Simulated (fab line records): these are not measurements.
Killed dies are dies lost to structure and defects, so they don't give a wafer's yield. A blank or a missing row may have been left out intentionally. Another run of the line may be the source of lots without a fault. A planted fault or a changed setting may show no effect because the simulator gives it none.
Split-lot study + flow sky130 + 5 lots, 23 wafers read, on a route of 708 steps

THE SPLIT ITSELF
At SKY_DNWELL_COAT_02 (resist thk 3000 nm), the setting spin-rpm was moved away from the recipe's 2000 rpm on 8 of the 23 wafers read, by -3.0% to +4.0%. For the rest of the wafers, this setting stayed at what the recipe calls for.

The split's own step is where the reading is taken.

THE READING
coat_of_DNWELL_COAT_02.thk-nm (the simulator's own value, which no gauge read), in nm, at SKY_DNWELL_COAT_02 (resist thk 3000 nm). The file gives no usual value for it. The 15 wafers here that ran the recipe average 2998 nm, standard deviation 8 nm.

| wafer  | tool, chamber at the split | spin-rpm as run, rpm | against the recipe | coat_of_DNWELL_COAT_02.thk-nm, nm | against lot-mates on the recipe |
|--------|----------------------------|----------------------|--------------------|-----------------------------------|---------------------------------|
| L076.1 | litho-track-03, 0          | 1939                 | -3.0%              | 3042                              | +52                             |
| L076.2 | litho-track-03, 0          | 2000                 | recipe             | 2998                              | -                               |
| L076.3 | litho-track-03, 0          | 2000                 | recipe             | 2982                              | -                               |
| L076.4 | litho-track-03, 0          | 1939                 | -3.0%              | 3053                              | +63                             |
| L076.5 | litho-track-03, 0          | 1939                 | -3.0%              | 3037                              | +47                             |
| L078.2 | litho-track-03, 0          | 2000                 | recipe             | 3005                              | -                               |
| L078.5 | litho-track-03, 0          | 2000                 | recipe             | 3010                              | -                               |
| L078.6 | litho-track-03, 0          | 2000                 | recipe             | 3012                              | -                               |
| L079.2 | litho-track-03, 0          | 2000                 | recipe             | 2995                              | -                               |
| L079.6 | litho-track-03, 0          | 2000                 | recipe             | 2995                              | -                               |
| L079.3 | litho-track-03, 0          | 2000                 | recipe             | 3004                              | -                               |
| L079.4 | litho-track-03, 0          | 2000                 | recipe             | 2991                              | -                               |
| L079.5 | litho-track-03, 0          | 2000                 | recipe             | 2990                              | -                               |
| L080.1 | litho-track-01, 0          | 2000                 | recipe             | 2999                              | -                               |
| L080.2 | litho-track-01, 0          | 2000                 | recipe             | 3005                              | -                               |
| L080.3 | litho-track-01, 0          | 2055                 | +2.8%              | 2973                              | -30                             |
| L080.4 | litho-track-01, 0          | 2000                 | recipe             | 3004                              | -                               |
| L080.5 | litho-track-01, 0          | 2055                 | +2.8%              | 2961                              | -42                             |
| L085.1 | litho-track-01, 0          | 2000                 | recipe             | 2991                              | -                               |
| L085.2 | litho-track-01, 0          | 2080                 | +4.0%              | 2935                              | -58                             |
| L085.3 | litho-track-01, 0          | 2080                 | +4.0%              | 2946                              | -46                             |
| L085.5 | litho-track-01, 0          | 2000                 | recipe             | 2994                              | -                               |
| L085.6 | litho-track-01, 0          | 2080                 | +4.0%              | 2940                              | -52                             |

FIT RESULTS
A straight line over all 23 wafers: coat_of_DNWELL_COAT_02.thk-nm changes by -14.2 nm for each +1% of spin-rpm; r = -0.96; the points scatter about the line by 8 nm.
The same after taking each lot's own level away (the mean of its wafers on the recipe; 23 wafers): -14.7 nm for each +1%; r = -0.98; scatter 6.4 nm.
That fit puts the effect of the largest move of spin-rpm on the reading at 59 nm.
Across the lots, their own levels run from 2990.0 to 3009.0 nm, a range of 2.4 times the standard deviation given above.
Consequently the slope shifts little with the lot-to-lot level, the two slopes agreeing.
Check: with one of the wafers moved furthest among these (+4.0%) left out of the fit, the line predicts -56 nm for it against its lot-mates. Against them it came out at -57.5 nm.

THE OTHER SPLITS THESE WAFERS WENT THROUGH
Note: prior to the reading, these wafers also went through further splits. Each is held against what the fit with the lots' levels taken away leaves over:
| other split on the same wafers       | wafers away from the commonest value | r with coat_of_DNWELL_COAT_02.thk-nm (lot level and that fit taken away) |
|--------------------------------------|--------------------------------------|--------------------------------------------------------------------------|
| SKY_FIELD_ISO_OXIDATION_01 ox-time-s | 15                                   | +0.14                                                                    |
| SKY_FIELD_ISO_EXPOSE_10 dose-mj      | 5                                    | -0.13                                                                    |
| SKY_FIELD_ISO_ETCH_14 bias-w         | 10                                   | +0.12                                                                    |
| SKY_FIELD_ISO_OXIDATION_22 temp-c    | 10                                   | +0.24                                                                    |

THE WHOLE CHAIN: every reading that the file lists as answering this split, in the file's order
| step                | what it does       | reading                                                                        | change (the file's fit)              | r (the file's) |
|---------------------|--------------------|--------------------------------------------------------------------------------|--------------------------------------|----------------|
| SKY_DNWELL_COAT_02  | resist thk 3000 nm | coat_of_DNWELL_COAT_02.thk-nm (the simulator's own value, which no gauge read) | -14.4 nm for each +1% of the setting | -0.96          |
| SKY_DNWELL_STRIP_08 | strips in O2/N2    | strip-time-to-endpoint-s                                                       | withheld for each +1% of the setting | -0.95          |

THE FILE'S OWN FIT
coat_of_DNWELL_COAT_02.thk-nm changes by -14.4 nm for each +1% of spin-rpm, r = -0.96.
